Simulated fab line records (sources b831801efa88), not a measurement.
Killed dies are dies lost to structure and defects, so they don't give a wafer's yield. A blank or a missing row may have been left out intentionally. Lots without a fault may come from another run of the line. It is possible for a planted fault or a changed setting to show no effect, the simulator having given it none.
Code-filled problem report in 8D (eight disciplines) form / flow gf180mcu / the parts of the form that need people (team, actions taken, sign-off) are left out

## 1. WHAT WENT WRONG
HV_LDD_2_TW at GF_HV_LDD_TW_MEAS_23 reads a mean of 967 on 3 wafers of 3 lots; wafers without a fault read 1052 with a standard deviation of 5.4. That is -16 standard deviations from the usual mean.
Seen first at day 15 05:41 on filmMetro-03, wafer L770.5. The record has a number at this step for 42 wafers belonging to 15 lots. Rule for "out" (also "out of limits"): further than 4 standard deviations from the usual mean. Any other wafer with a number is counted as sound.

## 2. WHAT IT IS, AND WHAT IT ISN'T
question=which readings at this step | is=HV_LDD_2_TW | is not=-
question=which lots | is=L770, L771, L774 | is not=L756, L757, L758, L759, L761, L763, L765, L766, L767, L768, L769, L777
question=which wafers of those lots | is=L770.5, L771.5, L774.2 | is not=L770.3, L771.6, L774.3
question=read on which gauges | is=filmMetro-02, filmMetro-03, filmMetro-04 | is not=-
question=when | is=from day 15 05:41 | is not=up to then (34 sound wafers); but 5 sound wafers of L771, L774, L777 came after

## 3. THE SUSPECTS, EACH WITH WHAT RULES IT OUT
Counting: a tool at a process step up to the reading stays a suspect if it ran every lot that is out. Sound lots after the first of them don't rule it out here, since some wafers of a struck lot are sound.
- ruled out: the gauge at GF_HV_LDD_TW_MEAS_23. 3 gauges (filmMetro-02, filmMetro-03, filmMetro-04) read the wafers that are out.
- plasmaAsher-04 at GF_VT_IMPLANT_STRIP_31 (strips in O2/N2): kept. It ran every lot that is out, first L770 (day 10 16:02); its last sound lot up to then is L768 (day 10 04:23).
- implanter-01 at GF_HV_LDD_IMPLANT_21: kept. It ran every lot that is out, first L770 (day 15 05:28); its last sound lot up to then is L769 (day 14 20:04). Its own beamOnS, faradayCurrentUA readings are out on those wafers.
After counting, plasmaAsher-04 at GF_VT_IMPLANT_STRIP_31 and implanter-01 at GF_HV_LDD_IMPLANT_21 remain.

## 4. THE CAUSE (what the simulator had put in)
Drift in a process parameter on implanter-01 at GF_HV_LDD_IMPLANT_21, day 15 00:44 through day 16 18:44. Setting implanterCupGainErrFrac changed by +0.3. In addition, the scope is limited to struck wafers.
Counting left 2 suspects, and this tool is among them.

## 5. SEQUENCE OF EFFECTS, ordered by route
One row per reading whose mean, taken over the struck wafers that have a number, lies over 3 standard deviations from the usual. Only readings for which the record gives a usual standard deviation are gone through. hours: the time from each lot's start at the first step in this table that gives one to its start at this step, as a median over the lots. sigmas: the change in usual standard deviations.
hours=0; step=GF_HV_LDD_IMPLANT_21; reading=beamOnS; usual=9.99 s; on struck wafers=7.71; change=-2.28; sigmas=-12
hours=0; step=GF_HV_LDD_IMPLANT_21; reading=faradayCurrentUA; usual=282; on struck wafers=365; change=+83; sigmas=+16
hours=0; step=GF_HV_LDD_TW_MEAS_23; reading=HV_LDD_2_TW; usual=1052; on struck wafers=967; change=-85; sigmas=-16
It contains these process steps:
- GF_HV_LDD_IMPLANT_21

## 6. HOW IT WOULD HAVE BEEN CAUGHT EARLIER
5 hours passed between the start of the fault at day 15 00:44 and the first reading out of limits at a measuring or inspecting step in this record, taken at day 15 05:41.
Tool's own readings at GF_HV_LDD_IMPLANT_21, beamOnS, faradayCurrentUA: out on all struck wafers the step has rows for; an alarm limit on them would have tripped on the first.
Lots out: 3; of these, L771, L774 started GF_HV_LDD_IMPLANT_21 on implanter-01 after day 15 05:41. A hold on the tool at that time would have spared those 2.
